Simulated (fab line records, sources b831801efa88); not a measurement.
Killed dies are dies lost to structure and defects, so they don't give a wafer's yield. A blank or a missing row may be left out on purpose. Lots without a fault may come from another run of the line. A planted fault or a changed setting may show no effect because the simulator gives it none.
A struck lot beside a sound one | flow sky130 | 17 steps out of a route of 708
Sound: wafers L781.1, L781.3, L781.6. Struck: wafers L789.1, L789.4, L789.5. The cause comes at the end.
At each step with rows: each side's tool, then ch and its chambers, then its first start. Under that, the readings that differ: sound wafers | struck wafers | difference of the means | sigmas: that difference in standard deviations of wafers without a fault.
alike: readings whose means differ by less than 2 such deviations, and words and numbers that are the same on both sides. not compared: withheld readings, readings that some wafer has no value for, bounds like >300 that may hide the same value, and numbers for which the record gives no deviation and whose values overlap.
The two part at a step that has a row with sigmas, a row that says differs or no value, or rows on one side only. Numbers that don't overlap but have no deviation are shown without sigmas and don't part them. A reading that every wafer of one side lacks parts them only if that side has two wafers or more.

SKY_VT_ADJUST_HVTP_OVL_MEAS_08:
  sound on overlay-01, day 6 14:41; struck on overlay-02, day 8 20:28
  alike: VT_ADJUST_HVTP_OVL
then, 1 step without rows for these wafers: SKY_VT_ADJUST_HVTP_IMPLANT_09.
SKY_VT_ADJUST_HVTP_STRIP_10: strips in O2/N2.
  sound on plasma_asher-02 ch 0,1, day 6 14:53; struck on plasma_asher-02 ch 0,1, day 8 20:38
  reading                      | sound             | struck            | difference | sigmas
  strip_time_to_endpoint_s (s) | 14.24 14.21 14.26 | 14.12 14.13 14.13 | -0.11      | -3
  alike: drypump_motor_current_A, oes_product_au
  not compared: rf_hours_counter_h
SKY_VT_ADJUST_HVTP_TW_MEAS_11:
  sound on film_metro-04, day 6 14:59; struck on film_metro-03, day 8 20:44
  alike: VT_ADJUST_HVTP_TW
then, 7 steps without rows for these wafers: SKY_VT_ADJUST_LVTN_DEHYDRATE_00 (time 60 s); SKY_VT_ADJUST_LVTN_HMDS_01 (prime time 60 s); SKY_VT_ADJUST_LVTN_COAT_02 (resist thk 3000 nm); SKY_VT_ADJUST_LVTN_SOFTBAKE_03; SKY_VT_ADJUST_LVTN_EXPOSE_04 (exposes mask NWM COMPLEMENT LESS NATIVE, target cd 840 nm); SKY_VT_ADJUST_LVTN_PEB_05; SKY_VT_ADJUST_LVTN_DEVELOP_06 (develop time 60 s).
SKY_VT_ADJUST_LVTN_OVL_MEAS_07:
  sound on overlay-02, day 7 11:17; struck on overlay-01, day 9 18:56
  reading                 | sound          | struck      | difference | sigmas
  VT_ADJUST_LVTN_OVL (nm) | -2.8 -1.2 -1.5 | 1.7 0.8 2.2 | +3.4       | +2
SKY_VT_ADJUST_LVTN_IMPLANT_08:
  sound on implanter-03 ch 0, day 7 11:19; struck on implanter-03 ch 0, day 9 18:58
  reading            | sound                           | struck                           | difference  | sigmas
  dose_ions_cm2      | 1.5695e+12 1.5677e+12 1.568e+12 | 1.1058e+12 1.1058e+12 1.1048e+12 | -4.6293e+11 | -99 or more
  faraday_current_uA | 8.59 8.66 8.78                  | 6.26 6.27 6.30                   | -2.40       | -13
SKY_VT_ADJUST_LVTN_STRIP_09: strips in O2/N2.
  sound on plasma_asher-02 ch 0, day 7 11:28; struck on plasma_asher-03 ch 0,1, day 9 19:07
  alike: drypump_motor_current_A, oes_product_au, strip_time_to_endpoint_s
  not compared: rf_hours_counter_h
SKY_VT_ADJUST_LVTN_TW_MEAS_10:
  sound on film_metro-04, day 7 11:34; struck on film_metro-03, day 9 19:13
  reading           | sound             | struck            | difference | sigmas
  VT_ADJUST_LVTN_TW | 243.4 242.4 244.3 | 216.6 215.9 217.0 | -26.9      | -17
then, 1 step without rows for these wafers: SKY_VT_ADJUST_LVTN_DEHYDRATE_11 (time 60 s).
-- the record jumps here: 39 days lie between the struck wafers' starts before and after (it left off in module VT_ADJUST_LVTN and takes up again in module PAD_OPEN, whose first step shown is number 708 of the route) --
SKY_PAD_OPEN_PROBE_99:
  sound on prober-01, day 46 15:04; struck on prober-02, day 49 01:29
  reading                                   | sound               | struck               | difference | sigmas
  model.etest.nfet_01v8_lvt.vt_sat_v (V)    | 0.5471 0.548 0.5385 | 0.5114 0.5085 0.5254 | -0.0294    |
  model.etest.nfet_01v8_lvt.body_rise_v (V) | 0.1443 0.147 0.1456 | 0.1392 0.1397 0.1401 | -0.0060    |
  alike: killed_at_M0_to_M3, killed_at_M4_up, killed_at_contacts, killed_at_front_end, killed_at_other, killed_dies, killed_open, killed_short

WHERE THEY PART
First at SKY_VT_ADJUST_HVTP_STRIP_10; last, within this record, at SKY_VT_ADJUST_LVTN_TW_MEAS_10. Later steps at which nothing parts them and some readings are alike: SKY_PAD_OPEN_PROBE_99.

WHY: what the simulator had put in
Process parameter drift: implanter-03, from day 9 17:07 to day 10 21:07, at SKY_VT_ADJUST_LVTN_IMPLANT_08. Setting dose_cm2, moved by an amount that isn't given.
